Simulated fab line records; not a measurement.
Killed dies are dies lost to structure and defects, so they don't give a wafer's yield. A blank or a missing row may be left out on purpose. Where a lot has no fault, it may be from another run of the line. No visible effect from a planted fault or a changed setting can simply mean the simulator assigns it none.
fab line records    flow sky130
record lots=6  wafers=18  lastDay=50
route steps=708 shown FIELD_ISO@19 NWELL@32 DNWELL@35 PWDE@45 SALICIDE@361 PAD_OPEN@708
lots untouched by any fault: they come from a run of this same line in which no faults occurred
startH: the number of hours between the record's first day and the start of the first shown wafer of the lot    waitH: how many hours have passed since the lot's step before this one    " the same as in the row above    L1.1+2: a row that stands for several wafers    - no value, or no start was given    * or withheld: withheld    < > ~ a bound
route shown NAME@n: NAME is a module with steps in the file, n the number in the route of the first one    usual: mean/standard deviation of fault-free wafers    same: alike in all rows    chamber/n: place in a boat    sites: the reading at each site    _std_site: the standard deviation of these    _edge_site: outer sites' mean less inner sites'    radiusMm: how far each site lies from the wafer's centre    mask NAME#n: copy n    behind: the most recent tool/chamber to have shaped the wafer    hold: cause of the lot's hold/its duration in hours/its outcome    device: names the non-switching transistor (n, p or np)    end of line: the same wafers' tests at the end of the route    a step with no rows: only its recipe    killed: count of dies lost to structure and defects at first sort (not the wafer's yield)    map: per-die view of a wafer (x killed, . not killed, _ where there is no die)
set.NAME: the setting that was run; set.NAME@STEP: the one run at that earlier step    model.NAME: the simulator's own value behind a step, which no gauge read
certain route steps with their lots: each step a table, each wafer a row
services: when a tool's chamber went out of use (startH, in hours from the record's first day, below 0 if earlier), for how many hours, and the reason
## steps
# step SKY_FIELD_ISO_WET_ETCH_18
# recipe chemistry=H3PO4  targetDepthNm=25  tempC=160  target=Si3N4  timeS=286
# step SKY_FIELD_ISO_CLEAN_19
# recipe chemistry=SC1/SC2  mix=1:4:20  tempC=70  timeS=150
# step SKY_FIELD_ISO_CLEAN_20
# recipe chemistry=dHF  timeS=20  dilution=100:1
# step SKY_FIELD_ISO_WET_ETCH_21
# recipe chemistry=dHF  dilution=100:1  targetDepthNm=20  dry=ipaMarangoni  target=SiO2  tempC=25  timeS=400
# step SKY_FIELD_ISO_OXIDATION_22
# recipe tempC=950  ambient=O2  stabiliseS=600  purgeS=300  targetThkA=100  oxTimeS=623
# step SKY_FIELD_ISO_THK_MEAS_23
# recipe reads=SiO2_of_FIELD_ISO_OXIDATION_22
# usual FIELD_ISO_OXIDATION_01_THK=10.07/0.16
lot.wafer  tool          chamber  startH  waitH  FIELD_ISO_OXIDATION_01_THK[nm]
L113.1     filmMetro-03  -        46.26   0.0    10.00
L113.4     "             -        "       "      9.95
L113.6     "             -        "       "      10.01
L116.2     filmMetro-02  -        60.99   0.0    9.95
L116.3     "             -        "       "      10.23
L116.6     "             -        "       "      9.97
L121.3     filmMetro-04  -        90.27   0.0    10.22
L121.4     "             -        "       "      10.09
L121.5     "             -        "       "      10.09
L128.1     filmMetro-02  -        125.70  0.0    10.14
L128.2     "             -        "       "      10.26
L128.4     "             -        "       "      10.14
L131.2     filmMetro-04  -        145.07  0.0    10.13
L131.3     "             -        "       "      10.10
L131.5     "             -        "       "      10.00
L133.3     filmMetro-03  -        156.69  0.0    10.07
L133.5     "             -        "       "      9.81
L133.6     "             -        "       "      9.93
# step SKY_FIELD_ISO_CVD_24
# recipe material=SiO2  targetThkNm=595  tempC=650  sigmaOpenFrac=0.3  timeS=99.2  sih4FlowSccm=60  pressureMtorr=6
# step SKY_FIELD_ISO_THK_MEAS_25
# recipe reads=SiO2_of_FIELD_ISO_CVD_24
# usual FIELD_ISO_CVD_24_THK=595/8.5
lot.wafer  tool          chamber  startH  waitH  FIELD_ISO_CVD_24_THK[nm]
L113.1     filmMetro-04  -        46.39   0.0    594
L113.4     "             -        "       "      602
L113.6     "             -        "       "      597
L116.2     filmMetro-03  -        61.12   0.0    600
L116.3     "             -        "       "      589
L116.6     "             -        "       "      589
L121.3     filmMetro-02  -        90.45   0.1    593
L121.4     "             -        "       "      587
L121.5     "             -        "       "      576
L128.1     filmMetro-02  -        125.83  0.0    602
L128.2     "             -        "       "      595
L128.4     "             -        "       "      600
L131.2     filmMetro-04  -        145.20  0.0    601
L131.3     "             -        "       "      599
L131.5     "             -        "       "      606
L133.3     filmMetro-02  -        156.82  0.1    585
L133.5     "             -        "       "      581
L133.6     "             -        "       "      594
# step SKY_FIELD_ISO_ANNEAL_26
# recipe tempC=1000  timeS=1800  ambient=N2
# step SKY_FIELD_ISO_CMP_27
# recipe stopOn=Si3N4  tOverpolishS=16  downForcePsi=4  platenRpm=60  targetThkNm=457.8  padVelocityMS=0.94248
# usual headPressurePsi=4.000/0.0092  motorCurrentA=12.3/0.59  overpolishRunS=16.000/0.0099  timeToEndpointS=115/4.3
lot.wafer  tool    chamber  startH  waitH  headPressurePsi  motorCurrentA  overpolishRunS  timeToEndpointS
L113.4     cmp-01  1        48.45   0.0    3.991            11.1           15.992          123
L113.1     "       3        "       "      3.993            13.1           15.989          112
L113.6     "       1        "       "      3.984            11.7           15.999          124
L116.2     cmp-02  1        62.77   0.1    3.991            12.1           16.000          121
L116.3     "       2        "       "      4.000            12.7           15.992          111
L116.6     "       0        "       "      4.000            12.2           16.019          119
L121.4     cmp-02  1        94.21   0.1    3.989            12.4           15.991          110
L121.3     "       2        "       "      4.005            12.2           16.003          111
L121.5     "       0        "       "      4.003            12.1           15.992          113
L128.1     cmp-01  3        130.21  0.0    4.013            12.8           16.000          114
L128.2     "       0        "       "      3.990            11.3           16.015          120
L128.4     "       1        "       "      3.993            12.1           15.997          119
L131.3     cmp-02  3        146.75  0.0    4.005            13.2           16.008          118
L131.2     "       1        "       "      4.010            11.7           15.994          122
L131.5     "       0        "       "      4.011            12.4           16.013          119
L133.3     cmp-02  0        158.99  0.1    4.010            12.6           16.006          114
L133.5     "       2        "       "      4.010            12.9           15.994          108
L133.6     "       3        "       "      3.998            13.0           15.994          113
# step SKY_FIELD_ISO_WET_ETCH_28
# recipe chemistry=dHF  targetDepthNm=23.7  target=SiO2  dilution=10:1  tempC=25  timeS=47
# step SKY_FIELD_ISO_WET_ETCH_29
# recipe chemistry=H3PO4  targetDepthNm=160  target=Si3N4  tempC=160  timeS=1825
# step SKY_FIELD_ISO_WET_ETCH_30
# recipe chemistry=dHF  targetDepthNm=25  target=SiO2  dilution=10:1  tempC=25  timeS=50
# usual bathHeatDutyPct=6.8/0.9  tempC=25.00/0.11
lot.wafer  tool         chamber  startH  waitH  bathHeatDutyPct  tempC  model.SiO2_of_FIELD_ISO_CVD_24.thkNm
L113.1     wetBench-04  1        49.29   0.0    7.2              25.11  407.2
L113.4     "            1        "       "      7.7              24.99  407.2
L113.6     "            1        "       "      7.7              24.94  407.3
L116.2     wetBench-04  1        63.51   0.0    7.6              25.07  406
L116.3     "            1        "       "      6.8              25.15  404.9
L116.6     "            1        "       "      8.3              25.28  406.1
L121.3     wetBench-02  1        95.00   0.0    6.6              25.04  405
L121.4     "            1        "       "      5.6              25.25  406.4
L121.5     "            1        "       "      6.8              25.14  406.3
L128.1     wetBench-02  3        131.05  0.0    25.0             39.98  385.4
L128.2     "            3        "       "      26.8             39.85  387.1
L128.4     "            3        "       "      25.9             39.81  385.9
L131.2     wetBench-02  0        147.59  0.0    24.9             39.78  387.7
L131.3     "            0        "       "      26.7             39.97  385.1
L131.5     "            0        "       "      27.5             39.78  385.9
L133.3     wetBench-04  3        159.72  0.0    6.1              25.01  407.1
L133.5     "            3        "       "      7.0              25.20  403.6
L133.6     "            3        "       "      6.8              24.90  404.6
# step SKY_NWELL_CLEAN_00
# recipe chemistry=SC1/SC2  mix=1:4:20  tempC=70  timeS=150  dry=n2Spin
# step SKY_NWELL_OXIDATION_01
# recipe tempC=900  ambient=O2  stabiliseS=600  purgeS=300  targetThkA=100  oxTimeS=1418
# step SKY_NWELL_THK_MEAS_02
# recipe reads=SiO2_of_NWELL_OXIDATION_01
# usual NWELL_OXIDATION_THK=10.11/0.17
lot.wafer  tool          chamber  startH  waitH  NWELL_OXIDATION_THK[nm]
L113.1     filmMetro-04  -        52.20   0.0    9.82
L113.4     "             -        "       "      9.87
L113.6     "             -        "       "      9.72
L116.2     filmMetro-04  -        64.99   0.0    9.86
L116.3     "             -        "       "      10.13
L116.6     "             -        "       "      9.92
L121.3     filmMetro-01  -        96.48   0.0    10.46
L121.4     "             -        "       "      10.31
L121.5     "             -        "       "      10.35
L128.1     filmMetro-04  -        132.66  0.1    10.14
L128.2     "             -        "       "      10.19
L128.4     "             -        "       "      10.16
L131.2     filmMetro-04  -        149.06  0.0    10.04
L131.3     "             -        "       "      10.04
L131.5     "             -        "       "      9.92
L133.3     filmMetro-03  -        161.55  0.0    10.01
L133.5     "             -        "       "      9.95
L133.6     "             -        "       "      9.95
# step SKY_DNWELL_DEHYDRATE_00
# recipe tempC=200  timeS=60
# step SKY_DNWELL_HMDS_01
# recipe primeTimeS=60  primeTempC=120
# step SKY_DNWELL_COAT_02
# recipe spinRpm=2000  resistThkNm=3000
# step SKY_DNWELL_SOFTBAKE_03
# recipe tempC=110  timeS=withheld
# step SKY_DNWELL_EXPOSE_04
# recipe maskId=DNM  na=0.57  targetCdNm=3000  doseMj=222
# step SKY_DNWELL_PEB_05
# recipe tempC=115  timeS=withheld
# step SKY_DNWELL_DEVELOP_06
# recipe wallAngleDeg=90  developer=TMAH  developTimeS=60  devTempC=23
# step SKY_DNWELL_IMPLANT_07
# recipe species=P  energyKev=withheld  doseCm2=withheld  tiltDeg=withheld
# step SKY_DNWELL_STRIP_08
# recipe chemistry=O2/N2  powerW=1400  pressureMtorr=1500  platenTempC=withheld  o2FlowSccm=3000  n2FlowSccm=300  overashFraction=0.5
# usual chamberPressureMTorr=1499.9/1.5  drypumpMotorCurrentA=5.4/0.51  oesProductAu=0.722/0.0044  stripTimeToEndpointS=36.96/0.1
lot.wafer  tool            chamber  startH  waitH  chamberPressureMTorr  drypumpMotorCurrentA  oesProductAu  rfHoursCounterH  stripTimeToEndpointS
L113.1     plasmaAsher-02  0        68.49   0.1    1501.3                5.2                   0.724         34               36.86
L113.4     "               0        "       "      1499.0                5.2                   0.728         -                37.01
L113.6     "               0        "       "      1500.0                5.2                   0.716         -                36.90
L116.2     plasmaAsher-02  0        81.70   0.1    1502.4                5.2                   0.722         36               36.97
L116.3     "               0        "       "      1499.5                5.2                   0.724         -                37.06
L116.6     "               1        "       "      1500.3                4.9                   0.720         -                36.96
L121.3     plasmaAsher-02  1        114.78  0.1    1496.4                5.0                   0.727         -                36.89
L121.4     "               0        "       "      1500.6                5.2                   0.718         -                36.81
L121.5     "               1        "       "      1498.8                5.0                   0.722         -                37.04
L128.1     plasmaAsher-04  1        155.65  0.1    1501.2                4.9                   0.721         47               37.03
L128.2     "               0        "       "      1500.2                6.4                   0.720         47               36.93
L128.4     "               1        "       "      1498.1                4.8                   0.726         -                36.92
L131.2     plasmaAsher-02  1        168.25  0.1    1501.6                5.0                   0.721         44               37.09
L131.3     "               1        "       "      1498.6                5.0                   0.715         -                37.02
L131.5     "               1        "       "      1499.6                5.0                   0.720         -                36.97
L133.3     plasmaAsher-02  0        182.22  0.1    1501.8                5.2                   0.727         -                37.00
L133.5     "               0        "       "      1500.1                5.2                   0.713         -                36.94
L133.6     "               1        "       "      1500.0                5.0                   0.719         -                37.10
# step SKY_DNWELL_TW_MEAS_09
# usual DNWELL_TW=1125/12
lot.wafer  tool          chamber  startH  waitH  DNWELL_TW
L113.1     filmMetro-01  -        68.59   0.1    1117
L113.4     "             -        "       "      1111
L113.6     "             -        "       "      1115
L116.2     filmMetro-04  -        81.81   0.1    1144
L116.3     "             -        "       "      1144
L116.6     "             -        "       "      1146
L121.3     filmMetro-04  -        114.87  0.1    1139
L121.4     "             -        "       "      1140
L121.5     "             -        "       "      1134
L128.1     filmMetro-04  -        155.75  0.1    1126
L128.2     "             -        "       "      1128
L128.4     "             -        "       "      1132
L131.2     filmMetro-03  -        168.36  0.1    1114
L131.3     "             -        "       "      1107
L131.5     "             -        "       "      1114
L133.3     filmMetro-04  -        182.34  0.1    1125
L133.5     "             -        "       "      1128
L133.6     "             -        "       "      1129
# step SKY_PWDE_DEHYDRATE_00
# recipe tempC=200  timeS=60
# step SKY_PWDE_HMDS_01
# recipe primeTimeS=60  primeTempC=120
# step SKY_PWDE_COAT_02
# recipe spinRpm=2000  resistThkNm=3000
# step SKY_PWDE_SOFTBAKE_03
# recipe tempC=110  timeS=withheld
# step SKY_PWDE_EXPOSE_04
# recipe maskId=PWDEM  na=0.6  sourceShape=conventional  sigmaOuter=0.6  polarization=unpolarized  targetCdNm=840  doseMj=214
# step SKY_PWDE_PEB_05
# recipe tempC=115  timeS=withheld
# step SKY_PWDE_DEVELOP_06
# recipe wallAngleDeg=90  developer=TMAH  developTimeS=60  devTempC=23
# step SKY_PWDE_OVL_MEAS_07
# usual PWDE_OVL=0.2/1.3
lot.wafer  tool        chamber  startH  waitH  PWDE_OVL[nm]
L113.1     overlay-02  -        85.64   -      0.1
L113.4     "           -        "       "      -0.2
L113.6     "           -        "       "      -2.7
L116.2     overlay-02  -        98.74   -      0.4
L116.3     "           -        "       "      0.4
L116.6     "           -        "       "      1.0
L121.3     overlay-02  -        132.55  -      1.9
L121.4     "           -        "       "      0.1
L121.5     "           -        "       "      -0.2
L128.1     overlay-02  -        176.20  -      0.3
L128.2     "           -        "       "      1.7
L128.4     "           -        "       "      0.0
L131.2     overlay-01  -        189.39  -      0.4
L131.3     "           -        "       "      1.4
L131.5     "           -        "       "      0.1
L133.3     overlay-01  -        203.88  -      -0.3
L133.5     "           -        "       "      -0.2
L133.6     "           -        "       "      -0.7
# step SKY_PWDE_IMPLANT_08
# recipe species=B  energyKev=150  doseCm2=3.6e+12  tiltDeg=withheld
# step SKY_PWDE_STRIP_09
# recipe chemistry=O2/N2  powerW=1400  pressureMtorr=1500  platenTempC=withheld  o2FlowSccm=3000  n2FlowSccm=300  overashFraction=0.5
# usual chamberPressureMTorr=1499.9/1.4  drypumpMotorCurrentA=5.5/0.59  oesProductAu=0.722/0.005  stripTimeToEndpointS=36.93/0.093
lot.wafer  tool            chamber  startH  waitH  chamberPressureMTorr  drypumpMotorCurrentA  oesProductAu  rfHoursCounterH  stripTimeToEndpointS
L113.1     plasmaAsher-04  0        85.82   0.1    1496.7                6.4                   0.720         40               36.85
L113.4     "               1        "       "      1500.9                4.8                   0.725         -                36.92
L113.6     "               0        "       "      1498.7                6.4                   0.725         -                36.97
L116.2     plasmaAsher-02  1        98.92   0.1    1502.0                5.0                   0.719         37               36.88
L116.3     "               1        "       "      1502.2                5.0                   0.728         -                37.01
L116.6     "               1        "       "      1502.9                5.0                   0.725         -                36.88
L121.3     plasmaAsher-04  1        132.76  0.1    1498.9                4.9                   0.717         -                37.02
L121.4     "               0        "       "      1501.4                6.3                   0.726         -                36.97
L121.5     "               0        "       "      1501.7                6.4                   0.723         -                36.86
L128.1     plasmaAsher-04  1        176.38  0.1    1503.0                4.8                   0.717         49               36.72
L128.2     "               0        "       "      1500.6                6.3                   0.712         49               36.83
L128.4     "               1        "       "      1501.1                4.9                   0.725         -                36.73
L131.2     plasmaAsher-04  1        189.57  0.1    1497.8                4.8                   0.729         51               36.99
L131.3     "               0        "       "      1501.3                6.3                   0.723         -                37.01
L131.5     "               0        "       "      1499.2                6.4                   0.727         -                36.85
L133.3     plasmaAsher-03  0        204.09  0.1    1500.3                5.7                   0.717         -                36.96
L133.5     "               1        "       "      1499.3                6.1                   0.713         -                36.99
L133.6     "               0        "       "      1498.9                5.7                   0.723         -                36.93
# step SKY_PWDE_TW_MEAS_10
# usual PWDE_TW=377/3.6
lot.wafer  tool          chamber  startH  waitH  PWDE_TW
L113.1     filmMetro-04  -        85.92   0.1    381
L113.4     "             -        "       "      381
L113.6     "             -        "       "      380
L116.2     filmMetro-04  -        99.03   0.1    382
L116.3     "             -        "       "      381
L116.6     "             -        "       "      384
L121.3     filmMetro-03  -        132.84  0.1    371
L121.4     "             -        "       "      371
L121.5     "             -        "       "      373
L128.1     filmMetro-03  -        176.48  0.1    373
L128.2     "             -        "       "      376
L128.4     "             -        "       "      378
L131.2     filmMetro-04  -        189.68  0.1    380
L131.3     "             -        "       "      379
L131.5     "             -        "       "      379
L133.3     filmMetro-04  -        204.17  0.1    378
L133.5     "             -        "       "      379
L133.6     "             -        "       "      380
# step SKY_NWELL_DEHYDRATE_03
# recipe tempC=200  timeS=60
# step SKY_NWELL_HMDS_04
# recipe primeTimeS=60  primeTempC=120
# step SKY_NWELL_COAT_05
# recipe spinRpm=2000  resistThkNm=3000
# step SKY_NWELL_SOFTBAKE_06
# recipe tempC=110  timeS=withheld
# step SKY_NWELL_EXPOSE_07
# recipe maskId=NWM  na=0.6  sourceShape=conventional  sigmaOuter=0.6  polarization=unpolarized  targetCdNm=840  doseMj=255
# step SKY_SALICIDE_CLEAN_00
# recipe chemistry=HF-last  timeS=30  dilution=100:1  dry=ipaMarangoni
lot.wafer  tool         chamber  startH  waitH  model.SiO2_of_FIELD_ISO_CVD_24.thkNm
L113.1     wetBench-03  1        672.78  0.1    360.9
L113.4+6   "            1        "       "      361.2
L116.2     wetBench-02  0        690.13  0.1    359.5
L116.3     "            0        "       "      358.4
L116.6     "            0        "       "      359.4
L121.3     wetBench-04  1        745.87  0.1    358.9
L121.4+5   "            1        "       "      360.2
L128.1     wetBench-02  0        798.58  0.1    338.9
L128.2     "            0        "       "      340.5
L128.4     "            0        "       "      339.5
L131.2     wetBench-02  0        822.17  0.1    341.4
L131.3     "            0        "       "      338.9
L131.5     "            0        "       "      339.6
L133.3     wetBench-04  0        828.53  0.1    360.9
L133.5     "            0        "       "      357.5
L133.6     "            0        "       "      358.4
# step SKY_PAD_OPEN_PROBE_99
# usual killed_at_M0_to_M3=45/7.5  killed_at_M4_up=3.2/1.8  killedAtContacts=24/4.9  killedAtFrontEnd=15/4.4  killedAtOther=0.3/0.54  killedDies=87/9.8  killedOnRim=17/4.2  killedOpen=47/6.4  killedShort=40/6.5
# same grossDies=492  killedAtBackSide=0
lot.wafer  tool       chamber  startH   waitH  killed_at_M0_to_M3  killed_at_M4_up  killedAtContacts  killedAtFrontEnd  killedAtOther  killedDies  killedOnRim  killedOpen  killedShort  model.etest.res_p_drift_20v.lineOhmUm  model.etest.res_p_drift_20v.rsOhmSq  model.etest.pfet_16v.rOnOhmUm  model.etest.resIsoPwell.rsOhmSq  model.etest.resIsoPwell.lineOhmUm  model.etest.resNwell.rsOhmSq  model.etest.pfet_16v.driveUaUm  model.etest.capLiToPoly.cAfUm2
L113.1     prober-02  -        1096.65  0.1    41                  4                20                13                0              78          17           40          38           1.159e+04                              9563                                 1.562e+04                      3084                             1172                               952.1                         240.8                           98.6
L113.4     prober-02  -        1096.80  0.2    44                  5                15                15                0              79          13           39          40           1.114e+04                              9341                                 1.517e+04                      2942                             1112                               941.5                         247.1                           99.69
L113.6     prober-02  -        1096.90  0.2    42                  7                17                27                1              94          20           46          48           1.125e+04                              9436                                 1.549e+04                      2999                             1135                               946.1                         237.3                           100.2
L116.2     prober-02  -        1110.22  0.1    48                  1                21                4                 0              74          17           46          28           1.193e+04                              9948                                 1.577e+04                      3553                             1323                               975.3                         240.1                           97.28
L116.3     prober-02  -        1110.27  0.2    39                  5                16                20                0              80          15           44          36           1.115e+04                              9437                                 1.534e+04                      3233                             1223                               933.1                         242.6                           97.44
L116.6     prober-02  -        1110.42  0.2    48                  3                22                19                0              92          19           46          45           1.108e+04                              9215                                 1.519e+04                      3180                             1201                               929.8                         243.8                           96.62
L121.3     prober-02  -        1149.11  0.2    31                  2                25                14                0              72          22           37          35           1.031e+04                              8679                                 1.478e+04                      2701                             1027                               898.2                         247.6                           97.82
L121.4     prober-02  -        1149.16  0.2    53                  3                17                13                0              86          11           49          37           1.107e+04                              9289                                 1.498e+04                      2858                             1086                               933.7                         244.9                           97.62
L121.5     prober-02  -        1149.21  0.2    56                  1                36                12                0              105         25           51          53           1.104e+04                              9202                                 1.502e+04                      2862                             1087                               934.9                         243.9                           97.81
L128.1     prober-01  -        1186.05  0.1    48                  4                26                13                0              91          19           53          36           1.081e+04                              8998                                 1.423e+04                      2576                             970                                878.6                         256.5                           94.84
L128.2     prober-01  -        1186.10  0.1    42                  5                26                20                0              93          17           51          40           1.11e+04                               9259                                 1.457e+04                      2652                             994.3                              898                           252.5                           93.05
L128.4     prober-01  -        1186.20  0.2    54                  1                22                12                1              90          23           49          41           1.129e+04                              9434                                 1.439e+04                      2682                             1010                               900.6                         253                             91.52
L131.2     prober-01  -        1198.41  0.1    46                  3                25                18                0              92          19           45          47           9700                                   8020                                 1.456e+04                      2969                             1115                               830                           251.8                           91.93
L131.3     prober-01  -        1198.46  0.2    40                  4                26                8                 0              78          15           36          42           9822                                   8226                                 1.465e+04                      3064                             1140                               841.1                         254.1                           93.24
L131.5     prober-01  -        1198.56  0.2    53                  3                19                20                0              95          14           49          46           9528                                   7937                                 1.442e+04                      2884                             1093                               819.8                         256.6                           88.44
L133.3     prober-01  -        1203.06  0.2    38                  1                20                10                0              69          14           37          30           1.245e+04                              1.04e+04                             1.536e+04                      3249                             1245                               981.8                         244.6                           98.27
L133.5     prober-01  -        1203.16  0.2    45                  2                31                17                0              95          15           49          46           1.111e+04                              9232                                 1.467e+04                      2843                             1057                               916                           251                             99.62
L133.6     prober-01  -        1203.21  0.2    38                  1                31                10                0              80          22           46          34           1.143e+04                              9531                                 1.496e+04                      2957                             1119                               940.4                         248.6                           97.89
# killed by level:class
L113.1 VIA1:geometricParticle:open=8 CONTACT:geometricParticle:open=7 VIA3:geometricParticle:short=7 LI_CONTACT:geometricParticle:open=6 METAL2:geometricParticle:short=5 VIA3:geometricParticle:open=5 VIA2:geometricParticle:open=4 METAL1:geometricParticle:short=4
L113.4 VIA1:geometricParticle:open=9 METAL3:geometricParticle:short=8 VIA3:geometricParticle:open=8 POLY_GATE:geometricParticle:short=7 METAL1:geometricParticle:short=5 VIA2:geometricParticle:open=5 LI_CONTACT:geometricParticle:open=4 VIA3:geometricParticle:short=4
L113.6 VIA1:geometricParticle:open=13 CONTACT:geometricParticle:open=7 FIELD_ISO:geometricParticle:short=6 VIA2:geometricParticle:short=6 POLY_GATE:geometricParticle:open=5 POLY_GATE:geometricParticle:short=4 METAL1:geometricParticle:short=4 VIA1:geometricParticle:short=4
L116.2 VIA1:geometricParticle:open=13 VIA3:geometricParticle:open=11 LI_CONTACT:geometricParticle:open=6 LOCAL_INTERCONNECT:geometricParticle:short=5 VIA1:geometricParticle:short=4 METAL2:geometricParticle:short=4 VIA2:geometricParticle:open=4 VIA3:geometricParticle:short=4
L116.3 VIA2:geometricParticle:open=8 FIELD_ISO:geometricParticle:short=7 VIA3:geometricParticle:open=7 VIA1:geometricParticle:open=6 FIELD_ISO:geometricParticle:open=5 CONTACT:geometricParticle:short=5 CONTACT:geometricParticle:open=5 METAL2:geometricParticle:short=5
L116.6 VIA1:geometricParticle:open=12 CONTACT:geometricParticle:open=10 METAL1:geometricParticle:short=9 FIELD_ISO:geometricParticle:open=6 LOCAL_INTERCONNECT:geometricParticle:short=6 FIELD_ISO:geometricParticle:short=5 VIA3:geometricParticle:short=5 VIA2:geometricParticle:short=4
L121.3 CONTACT:geometricParticle:open=7 FIELD_ISO:geometricParticle:short=6 LI_CONTACT:geometricParticle:open=6 CONTACT:geometricParticle:short=5 VIA3:geometricParticle:open=5 LOCAL_INTERCONNECT:geometricParticle:short=4 VIA1:geometricParticle:short=4 VIA2:geometricParticle:open=4
L121.4 VIA1:geometricParticle:open=12 VIA3:geometricParticle:open=10 METAL1:geometricParticle:short=7 FIELD_ISO:geometricParticle:open=5 METAL2:geometricParticle:short=5 CONTACT:geometricParticle:short=4 CONTACT:geometricParticle:open=4 VIA1:geometricParticle:short=4
L121.5 LI_CONTACT:geometricParticle:open=13 VIA1:geometricParticle:open=12 LOCAL_INTERCONNECT:geometricParticle:short=8 VIA2:geometricParticle:open=8 METAL1:geometricParticle:short=8 CONTACT:geometricParticle:open=7 LI_CONTACT:geometricParticle:short=7 VIA1:geometricParticle:short=7
L128.1 CONTACT:geometricParticle:open=11 VIA1:geometricParticle:open=11 VIA2:geometricParticle:open=9 METAL2:geometricParticle:short=6 LI_CONTACT:geometricParticle:open=5 VIA3:geometricParticle:open=5 POLY_GATE:geometricParticle:short=4 LOCAL_INTERCONNECT:geometricParticle:short=4
L128.2 LOCAL_INTERCONNECT:geometricParticle:short=10 FIELD_ISO:geometricParticle:open=7 VIA3:geometricParticle:open=7 VIA1:geometricParticle:open=6 VIA2:geometricParticle:open=5 POLY_GATE:geometricParticle:open=4 LI_CONTACT:geometricParticle:open=4 CONTACT:geometricParticle:open=4
L128.4 VIA1:geometricParticle:open=14 VIA3:geometricParticle:open=9 LI_CONTACT:geometricParticle:open=6 CONTACT:geometricParticle:open=6 VIA1:geometricParticle:short=6 METAL2:geometricParticle:short=6 FIELD_ISO:geometricParticle:open=5 CONTACT:geometricParticle:short=5
L131.2 VIA1:geometricParticle:open=14 METAL2:geometricParticle:short=10 CONTACT:geometricParticle:open=7 LI_CONTACT:geometricParticle:open=6 LOCAL_INTERCONNECT:geometricParticle:short=6 METAL1:geometricParticle:short=6 FIELD_ISO:geometricParticle:open=5 FIELD_ISO:geometricParticle:short=4
L131.3 LI_CONTACT:geometricParticle:open=8 METAL1:geometricParticle:short=7 METAL2:geometricParticle:short=7 VIA1:geometricParticle:open=5 CONTACT:geometricParticle:short=5 CONTACT:geometricParticle:open=5 VIA2:geometricParticle:open=5 LI_CONTACT:geometricParticle:short=4
L131.5 FIELD_ISO:geometricParticle:short=11 VIA1:geometricParticle:open=11 METAL2:geometricParticle:short=8 VIA2:geometricParticle:open=8 VIA3:geometricParticle:open=6 LI_CONTACT:geometricParticle:open=6 CONTACT:geometricParticle:open=6 METAL1:geometricParticle:short=5
L133.3 VIA1:geometricParticle:open=13 CONTACT:geometricParticle:open=8 VIA2:geometricParticle:open=7 LOCAL_INTERCONNECT:geometricParticle:short=5 FIELD_ISO:geometricParticle:open=4 VIA2:geometricParticle:short=4 CONTACT:geometricParticle:short=4 VIA3:geometricParticle:short=4
L133.5 CONTACT:geometricParticle:open=12 VIA1:geometricParticle:open=11 FIELD_ISO:geometricParticle:open=7 VIA2:geometricParticle:open=6 LI_CONTACT:geometricParticle:short=5 LI_CONTACT:geometricParticle:open=5 LOCAL_INTERCONNECT:geometricParticle:short=5 VIA2:geometricParticle:short=5
L133.6 CONTACT:geometricParticle:open=13 VIA1:geometricParticle:open=9 METAL1:geometricParticle:short=8 VIA2:geometricParticle:open=8 LI_CONTACT:geometricParticle:open=7 LOCAL_INTERCONNECT:geometricParticle:short=4 LI_CONTACT:geometricParticle:short=3 METAL3:geometricParticle:short=3
## services
tool            chamber  startH  hours  kind
cmp-02          -        49.60   0.6    repair
cmp-02          -        115.27  0.8    repair
cmp-02          -        229.87  0.9    repair
cmp-02          -        232.26  4.0    pm
plasmaAsher-04  -        253.23  1.3    repair
cmp-02          -        273.26  2.9    repair
cmp-02          -        274.46  0.2    repair
cmp-02          -        283.44  0.9    repair
cmp-02          -        288.05  5.6    pm
cmp-02          -        344.93  35.0   repair
plasmaAsher-02  -        354.79  15.6   pm
cmp-02          -        380.53  8.6    repair
cmp-02          -        392.99  11.3   pm
cmp-02          -        402.32  11.4   repair
plasmaAsher-04  -        404.28  1.1    repair
cmp-02          -        413.70  5.1    pm
plasmaAsher-04  -        421.25  9.0    pm
cmp-02          -        459.58  0.6    repair
plasmaAsher-04  -        475.77  2.8    pm
wetBench-04     -        568.31  3.0    repair
plasmaAsher-04  -        624.97  0.8    repair
wetBench-04     -        657.48  7.8    repair
plasmaAsher-02  -        733.75  9.0    pm
plasmaAsher-02  -        816.41  42.7   repair
## key
firstSign step=SKY_FIELD_ISO_WET_ETCH_30  reading=tempC  direction=up  sigmas=99+  usual=*  struck=*
effect step=SKY_FIELD_ISO_WET_ETCH_30  reading=bathHeatDutyPct  direction=up  sigmas=22  usual=6.8  struck=26.1
modelEffect step=SKY_FIELD_ISO_WET_ETCH_30  value=SiO2_of_FIELD_ISO_CVD_24.thkNm  without=405.9  struck=386.2
modelEffect step=SKY_SALICIDE_CLEAN_00  value=SiO2_of_FIELD_ISO_CVD_24.thkNm  without=359.6  struck=339.8
modelEffect step=SKY_PAD_OPEN_PROBE_99  value=etest.res_p_drift_20v.lineOhmUm  without=1.167e+04  struck=1.038e+04
metAt SKY_FIELD_ISO_WET_ETCH_30
struckWafers L128.1,L128.2,L128.4,L131.2,L131.3,L131.5
testerLeftOut L128,L131
onsetBetween 95.00 131.05
fault kind=processParameterDrift  tool=wetBench-02  chamber=-  onsetH=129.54  steps=SKY_FIELD_ISO_WET_ETCH_30  channel=tempC  offset=*  shape=step  endH=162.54  actsIn=*  stated=*
# testerLeftOut: of these lots the tester's yield and bins aren't shown, on N5 and GAA mostly nor the transistor test; their killed dies are dies lost to structure and defects alone, not to doping, threshold or leakage, so they don't give the yield
